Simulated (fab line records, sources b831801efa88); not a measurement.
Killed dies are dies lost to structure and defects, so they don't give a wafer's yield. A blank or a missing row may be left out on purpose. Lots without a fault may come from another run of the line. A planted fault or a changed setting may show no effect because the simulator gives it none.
fab line records | flow gf180mcu
record lots=12 wafers=36 last_day=34
route steps=602 shown VT_IMPLANT@103 V1@351 V2@387 V3@432
lots that met no fault: from a run of the same line without faults
start_h: hours from the record's first day to the start of the lot's first wafer shown | wait_h: hours since the lot's step before | " the same as in the row above | L1.1+2: a row that stands for several wafers | - no value, or no start given | * or withheld: withheld | < > ~ a bound
route shown NAME@n: a module of which the file shows steps, and the number in the route of the first | usual: mean/standard deviation of fault-free wafers | same: alike in all rows | chamber/n: place in a boat | sites: the reading at each site | _std_site: their standard deviation | _edge_site: outer sites' mean less inner sites' | radius_mm: how far each site lies from the wafer's centre | mask NAME#n: copy n | behind: the tool/chamber that last shaped the wafer | hold: why the lot was held/for how many hours/how that ended | device: the transistor (n, p or np) that didn't switch | end of line: the same wafers' tests at the end of the route | a step without rows: its recipe alone | killed: dies lost to structure and defects at the first sort, not the wafer's yield | map: a wafer's dies, x killed, . not, _ none there
set.NAME: the setting as run; set.NAME@STEP: as run at that earlier step | model.NAME: the simulator's own value behind a step, which no gauge read
steps of the route over a sample of lots; a table a step, a row a wafer
services: from which hour (start_h, from the record's first day; less than 0 if before it) a tool's chamber was out of use, for how many hours, and why
## steps
# step GF_VT_IMPLANT_COAT_13
# recipe resist=NOVOLAK spin_rpm=3000 resist_thk_nm=1000
# usual chill_plate_temp_C=23.01/0.12 exhaust_pa=45.2/0.97 spin_speed_rpm=2999.7/2.4
# columns lot.wafer tool chamber start_h wait_h chill_plate_temp_C exhaust_pa spin_speed_rpm
L836.1 litho_track-01 0 119.18 0.1 23.01 45.0 2998.3
L836.4 " 0 " " 22.87 43.7 3002.9
L836.5 " 0 " " 22.92 45.0 3000.2
L839.1 litho_track-03 0 135.76 0.1 22.80 46.1 2998.5
L839.2 " 0 " " 22.84 46.1 2996.9
L839.4 " 0 " " 22.87 45.1 2996.6
L841.1 litho_track-01 0 147.98 0.1 23.03 45.5 2997.1
L841.2 " 0 " " 22.93 45.2 3000.4
L841.4 " 0 " " 22.93 44.4 2999.6
L842.2 litho_track-01 0 156.00 0.1 22.96 45.4 3000.3
L842.5 " 0 " " 23.02 45.0 3000.8
L842.6 " 0 " " 23.05 44.8 2998.6
L843.1 litho_track-03 0 160.31 0.1 22.96 44.4 2994.9
L843.4 " 0 " " 23.11 44.4 2997.4
L843.6 " 0 " " 23.09 44.9 2998.6
L845.1 litho_track-01 0 174.08 0.1 22.96 43.2 2999.3
L845.2 " 0 " " 22.93 44.3 2997.2
L845.4 " 0 " " 22.99 44.4 2998.5
L846.1 litho_track-04 0 179.72 0.1 23.00 44.4 2997.3
L846.4 " 0 " " 23.07 46.0 2996.4
L846.6 " 0 " " 23.11 45.1 2998.8
L847.2 litho_track-01 0 186.75 0.1 23.01 44.6 2997.2
L847.3 " 0 " " 22.88 46.5 2997.2
L847.4 " 0 " " 22.94 46.2 2998.1
L849.1 litho_track-04 0 198.67 0.1 23.02 43.6 3001.4
L849.2 " 0 " " 23.06 44.9 2999.8
L849.3 " 0 " " 23.15 42.1 2999.3
L854.2 litho_track-01 0 231.30 0.1 22.72 44.8 3127.2
L854.4 " 0 " " 22.94 44.6 3127.8
L854.5 " 0 " " 23.07 45.3 3127.7
L857.1 litho_track-01 0 249.32 0.1 23.02 46.5 3128.9
L857.3 " 0 " " 22.98 45.4 3130.4
L857.6 " 0 " " 23.02 45.8 3128.8
L859.2 litho_track-03 0 262.88 0.1 23.13 46.4 3000.6
L859.4 " 0 " " 23.08 45.9 3004.1
L859.6 " 0 " " 23.17 45.0 2998.7
# step GF_VT_IMPLANT_STRIP_20
# recipe chemistry=O2/N2 power_w=1400 pressure_mtorr=1500 platen_temp_c=250 o2_flow_sccm=3000 n2_flow_sccm=300 overash_fraction=0.5
# usual drypump_motor_current_A=5.8/0.41 heater_power_w=313/31 oes_product_au=0.716/0.0047 platen_temp_c=250.03/0.18 strip_time_to_endpoint_s=12.64/0.035
# columns lot.wafer tool chamber start_h wait_h drypump_motor_current_A heater_power_w oes_product_au platen_temp_c rf_hours_counter_h strip_time_to_endpoint_s
L836.1 plasma_asher-04 1 126.96 0.1 5.1 249 0.719 249.91 1 12.69
L836.4 " 1 " " 5.1 247 0.725 249.80 - 12.70
L836.5 " 0 " " 5.7 345 0.708 250.26 - 12.69
L839.1 plasma_asher-02 1 143.64 0.1 5.5 314 0.707 250.15 50 12.64
L839.2 " 0 " " 6.1 276 0.724 250.37 50 12.59
L839.4 " 1 " " 5.5 314 0.722 250.20 - 12.63
L841.1 plasma_asher-01 0 156.26 0.1 5.5 324 0.713 250.01 37 12.65
L841.2 " 1 " " 6.4 341 0.718 250.27 37 12.69
L841.4 " 0 " " 5.6 320 0.712 249.90 - 12.64
L842.2 plasma_asher-04 0 164.56 0.1 5.7 339 0.714 249.98 5 12.67
L842.5 " 0 " " 5.7 346 0.724 250.18 - 12.65
L842.6 " 1 " " 5.1 257 0.713 249.97 - 12.64
L843.1 plasma_asher-04 0 169.01 0.1 5.7 348 0.727 250.05 5 12.64
L843.4 " 1 " " 5.1 259 0.710 250.07 - 12.62
L843.6 " 1 " " 5.1 250 0.718 249.99 - 12.61
L845.1 plasma_asher-01 1 182.36 0.1 6.3 341 0.715 249.88 41 12.63
L845.2 " 0 " " 5.5 330 0.717 249.94 41 12.63
L845.4 " 1 " " 6.3 339 0.716 249.94 - 12.64
L846.1 plasma_asher-01 0 188.49 0.1 5.5 315 0.710 250.28 41 12.57
L846.4 " 0 " " 5.5 323 0.712 250.47 - 12.60
L846.6 " 0 " " 5.5 326 0.712 250.13 - 12.60
L847.2 plasma_asher-04 1 195.46 0.1 5.1 253 0.710 250.10 8 12.64
L847.3 " 1 " " 5.1 255 0.715 250.07 - 12.63
L847.4 " 0 " " 5.7 340 0.715 249.90 - 12.64
L849.1 plasma_asher-01 0 207.71 0.1 5.5 326 0.715 249.91 43 12.65
L849.2 " 1 " " 6.3 339 0.719 250.04 43 12.60
L849.3 " 0 " " 5.5 329 0.718 250.17 - 12.60
L854.2 plasma_asher-01 0 240.16 0.1 5.5 318 0.715 250.10 47 12.40
L854.4 " 0 " " 5.5 336 0.717 250.18 - 12.41
L854.5 " 1 " " 6.4 332 0.714 249.91 - 12.43
L857.1 plasma_asher-01 0 258.76 0.1 5.6 321 0.715 250.42 49 12.44
L857.3 " 1 " " 6.4 334 0.709 250.27 - 12.41
L857.6 " 0 " " 5.6 334 0.710 250.02 - 12.39
L859.2 plasma_asher-04 1 272.56 0.1 5.1 251 0.718 250.03 16 12.64
L859.4 " 0 " " 5.7 340 0.723 249.78 - 12.70
L859.6 " 1 " " 5.1 251 0.712 250.13 - 12.67
# step GF_V1_ETCH_16
# recipe chemistry=N2/H2 target_depth_a=withheld overetch_a=withheld time_s=withheld target=BARC ion_energy_ev=200 source_w=500 bias_w=100 pressure_mtorr=30 n2_flow_sccm=100 h2_flow_sccm=200
# usual drypump_motor_current_A=5.71/0.25 oes_product_au=0.855/0.0044 throttle_valve_pct=13.226/0.0089
# columns lot.wafer tool chamber start_h wait_h drypump_motor_current_A oes_product_au throttle_valve_pct
L836.1 rie_diel-03 0 408.61 0.0 5.65 0.852 13.236
L836.4 " 3 " " 5.97 0.854 13.227
L836.5 " 2 " " 5.99 0.852 13.221
L839.1 rie_diel-03 1 439.32 0.0 5.35 0.855 13.222
L839.2 " 2 " " 6.04 0.855 13.224
L839.4 " 3 " " 5.94 0.847 13.225
L841.1 rie_diel-01 3 456.36 0.0 5.48 0.853 13.235
L841.2 " 0 " " 5.60 0.856 13.223
L841.4 " 1 " " 5.95 0.852 13.227
L842.2 rie_diel-04 1 476.91 0.0 6.00 0.852 13.228
L842.5 " 2 " " 5.43 0.854 13.234
L842.6 " 0 " " 5.28 0.850 13.225
L843.1 rie_diel-01 2 478.34 0.0 5.95 0.858 13.222
L843.4 " 1 " " 5.92 0.858 13.230
L843.6 " 1 " " 5.97 0.849 13.224
L845.1 rie_diel-01 2 497.35 0.0 5.98 0.857 13.229
L845.2 " 3 " " 5.50 0.858 13.224
L845.4 " 1 " " 5.89 0.859 13.232
L846.1 rie_diel-03 0 508.00 0.0 5.65 0.849 13.234
L846.4 " 2 " " 6.03 0.866 13.232
L846.6 " 0 " " 5.64 0.864 13.220
L847.2 rie_diel-01 3 511.35 0.0 5.48 0.856 13.234
L847.3 " 2 " " 5.96 0.853 13.235
L847.4 " 0 " " 5.59 0.855 13.217
L849.1 rie_diel-03 0 526.10 0.0 5.66 0.859 13.229
L849.2 " 1 " " 5.40 0.851 13.218
L849.3 " 3 " " 5.92 0.860 13.225
L854.2 rie_diel-01 3 567.77 0.0 5.49 0.860 13.217
L854.4 " 0 " " 5.61 0.853 13.229
L854.5 " 1 " " 5.90 0.852 13.215
L857.1 rie_diel-01 3 590.75 0.0 5.46 0.857 13.234
L857.3 " 1 " " 5.96 0.857 13.213
L857.6 " 0 " " 5.59 0.853 13.239
L859.2 rie_diel-04 1 605.97 0.0 6.00 0.856 13.212
L859.4 " 3 " " 5.53 0.851 13.227
L859.6 " 1 " " 6.00 0.858 13.239
# step GF_V2_BOW_MEAS_05
# recipe mode=bow
# usual V2_BOW=100/8
# columns lot.wafer tool chamber start_h wait_h V2_BOW[um]
L836.1 film_metro-02 - 435.63 0.1 94
L836.4 " - " " 87
L836.5 " - " " 87
L839.1 film_metro-01 - 467.35 0.1 89
L839.2 " - " " 100
L839.4 " - " " 113
L841.1 film_metro-04 - 483.42 0.1 100
L841.2 " - " " 84
L841.4 " - " " 101
L842.2 film_metro-02 - 503.57 0.1 105
L842.5 " - " " 114
L842.6 " - " " 102
L843.1 film_metro-04 - 504.72 0.1 104
L843.4 " - " " 100
L843.6 " - " " 92
L845.1 film_metro-02 - 523.24 0.1 104
L845.2 " - " " 80
L845.4 " - " " 84
L846.1 film_metro-02 - 534.08 0.2 109
L846.4 " - " " 95
L846.6 " - " " 95
L847.2 film_metro-04 - 537.39 0.2 102
L847.3 " - " " 106
L847.4 " - " " 99
L849.1 film_metro-01 - 551.82 0.1 106
L849.2 " - " " 102
L849.3 " - " " 109
L854.2 film_metro-02 - 592.54 0.1 101
L854.4 " - " " 112
L854.5 " - " " 103
L857.1 film_metro-04 - 614.57 0.2 120
L857.3 " - " " 104
L857.6 " - " " 98
L859.2 film_metro-04 - 629.62 0.2 113
L859.4 " - " " 102
L859.6 " - " " 120
# step GF_V3_THK_MEAS_03
# recipe reads=SiO2_of_V3_CVD_02
# usual V3_CVD_02_THK=849/12
# columns lot.wafer tool chamber start_h wait_h V3_CVD_02_THK[nm]
L836.1 film_metro-01 - 486.83 0.0 834
L836.4 " - " " 841
L836.5 " - " " 851
L839.1 film_metro-02 - 518.12 0.0 830
L839.2 " - " " 844
L839.4 " - " " 838
L841.1 film_metro-02 - 533.03 0.0 852
L841.2 " - " " 847
L841.4 " - " " 852
L842.2 film_metro-01 - 552.39 0.0 833
L842.5 " - " " 856
L842.6 " - " " 845
L843.1 film_metro-02 - 552.77 0.0 833
L843.4 " - " " 853
L843.6 " - " " 842
L845.1 film_metro-03 - 570.27 0.0 844
L845.2 " - " " 843
L845.4 " - " " 870
L846.1 film_metro-03 - 581.62 0.0 840
L846.4 " - " " 850
L846.6 " - " " 852
L847.2 film_metro-01 - 584.65 0.1 845
L847.3 " - " " 867
L847.4 " - " " 851
L849.1 film_metro-01 - 597.93 0.0 825
L849.2 " - " " 832
L849.3 " - " " 825
L854.2 film_metro-02 - 636.64 0.1 830
L854.4 " - " " 843
L854.5 " - " " 840
L857.1 film_metro-03 - 657.47 0.0 841
L857.3 " - " " 859
L857.6 " - " " 876
L859.2 film_metro-02 - 671.83 0.0 852
L859.4 " - " " 877
L859.6 " - " " 851
## services
# columns tool chamber start_h hours kind
plasma_asher-01 - 96.79 0.7 repair
plasma_asher-04 - 97.65 2.1 repair
rie_diel-03 2 99.06 6.6 repair
rie_diel-01 1 102.31 3.1 repair
plasma_asher-04 - 108.75 9.0 pm
rie_diel-01 3 110.33 7.2 repair
rie_diel-03 2 113.00 14.9 repair
plasma_asher-04 - 118.84 0.4 repair
rie_diel-04 0 128.69 15.4 repair
rie_diel-03 2 154.85 1.3 repair
rie_diel-01 1 172.10 8.2 repair
rie_diel-03 - 173.11 0.1 repair
rie_diel-01 - 203.73 2.8 pm
rie_diel-03 0 245.84 8.8 repair
rie_diel-01 1 253.63 4.7 repair
rie_diel-01 - 302.96 0.1 repair
rie_diel-03 0 379.64 7.0 repair
plasma_asher-04 - 446.79 2.8 pm
rie_diel-03 3 479.83 30.1 repair
rie_diel-03 2 521.76 3.1 repair
rie_diel-03 2 528.34 2.1 repair
rie_diel-01 3 539.19 2.5 repair
rie_diel-03 2 551.29 23.3 repair
rie_diel-01 0 586.99 2.4 repair
## key
first_sign step=GF_VT_IMPLANT_COAT_13 reading=spin_speed_rpm direction=up sigmas=54 usual=* struck=*
effect step=GF_VT_IMPLANT_STRIP_20 reading=strip_time_to_endpoint_s direction=down sigmas=6.5 usual=* struck=*
met_at GF_VT_IMPLANT_COAT_13
struck_lots L854,L857
tester_left_out L854,L857
not_acting_at GF_V1_ETCH_16,GF_V2_BOW_MEAS_05,GF_V3_THK_MEAS_03
onset_between 186.75 231.30
fault kind=process_parameter_drift tool=litho_track-01 chamber=- onset_h=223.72 steps=GF_VT_IMPLANT_COAT_13 channel=spin_rpm offset=* shape=step end_h=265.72 acts_in=* stated=*
# tester_left_out: of these lots the tester's yield and bins aren't shown, on N5 and GAA mostly nor the transistor test; their killed dies are dies lost to structure and defects alone, not to doping, threshold or leakage, so they don't give the yield
